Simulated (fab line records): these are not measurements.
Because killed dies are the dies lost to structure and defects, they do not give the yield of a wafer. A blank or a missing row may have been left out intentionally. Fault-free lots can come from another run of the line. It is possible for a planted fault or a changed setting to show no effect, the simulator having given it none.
Chamber matching / flow gf180mcu / GF_V5_CMP_26 on cmp-01 has 4 sister chambers
The step polishes, stops on SiO2, t overpolish 15 s, target thk 0 nm. 8 wafers are shown with their chamber, then 12 later ones without.

## WAFERS WITH THEIR CHAMBER
wafer=L089.4; chamber=1; motor_current_A (A)=12.2; time_to_endpoint_s (s)=81.8
wafer=L092.5; chamber=1; motor_current_A (A)=12.0; time_to_endpoint_s (s)=85.1
wafer=L093.3; chamber=2; motor_current_A (A)=10.2; time_to_endpoint_s (s)=82.2
wafer=L093.5; chamber=0; motor_current_A (A)=9.8; time_to_endpoint_s (s)=86.0
wafer=L093.6; chamber=3; motor_current_A (A)=9.3; time_to_endpoint_s (s)=86.3
wafer=L094.1; chamber=3; motor_current_A (A)=10.7; time_to_endpoint_s (s)=79.8
wafer=L094.2; chamber=0; motor_current_A (A)=9.8; time_to_endpoint_s (s)=86.2
wafer=L094.6; chamber=2; motor_current_A (A)=10.5; time_to_endpoint_s (s)=84.6

## WAFERS WITHOUT THEIR CHAMBER
wafer=L095.1; motor_current_A (A)=11.6; time_to_endpoint_s (s)=80.0
wafer=L095.2; motor_current_A (A)=9.7; time_to_endpoint_s (s)=82.2
wafer=L095.3; motor_current_A (A)=9.6; time_to_endpoint_s (s)=83.2
wafer=L096.2; motor_current_A (A)=12.0; time_to_endpoint_s (s)=84.5
wafer=L096.3; motor_current_A (A)=9.5; time_to_endpoint_s (s)=84.5
wafer=L096.4; motor_current_A (A)=10.6; time_to_endpoint_s (s)=79.6
wafer=L096.1; motor_current_A (A)=9.8; time_to_endpoint_s (s)=85.0
wafer=L096.5; motor_current_A (A)=11.1; time_to_endpoint_s (s)=84.4
wafer=L096.6; motor_current_A (A)=12.0; time_to_endpoint_s (s)=82.4
wafer=L097.1; motor_current_A (A)=10.2; time_to_endpoint_s (s)=82.3
wafer=L097.5; motor_current_A (A)=10.6; time_to_endpoint_s (s)=80.2
wafer=L097.6; motor_current_A (A)=12.5; time_to_endpoint_s (s)=81.0

## THE CHAMBER EACH PASSED THROUGH
wafer=L095.1; from the rows above=can't be placed: 1 or 2 or 3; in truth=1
wafer=L095.2; from the rows above=can't be placed: 3 or 2 or 0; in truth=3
wafer=L095.3; from the rows above=can't be placed: 3 or 0 or 2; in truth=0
wafer=L096.2; from the rows above=1; in truth=1
wafer=L096.3; from the rows above=can't be placed: 0 or 3 or 2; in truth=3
wafer=L096.4; from the rows above=can't be placed: 2 or 3 or 0 or 1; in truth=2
wafer=L096.1; from the rows above=can't be placed: 0 or 3 or 2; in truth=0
wafer=L096.5; from the rows above=can't be placed: 2 or 1 or 3 or 0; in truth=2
wafer=L096.6; from the rows above=1; in truth=1
wafer=L097.1; from the rows above=can't be placed: 3 or 2 or 0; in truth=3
wafer=L097.5; from the rows above=can't be placed: 2 or 3 or 0 or 1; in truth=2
wafer=L097.6; from the rows above=1; in truth=1
Correct placement for 3 of the 12. Can't be placed from these rows: 9 (the true chamber is among the candidates in 9). Number placed wrongly: 0.
How it was worked out, from the rows above alone: a wafer's distance from a chamber is the root of the sum, over the readings, of the square of ((its reading less the chamber's mean) divided by the reading's scatter). If the next closest chamber is less than 2 further off than the closest, the wafer can't be placed; otherwise it belongs to the closest. A chamber's mean is the mean of its shown wafers. The scatter is the square root of a quotient: the sum, over the shown wafers, of each reading's squared deviation from its chamber's mean, divided by wafers minus chambers.
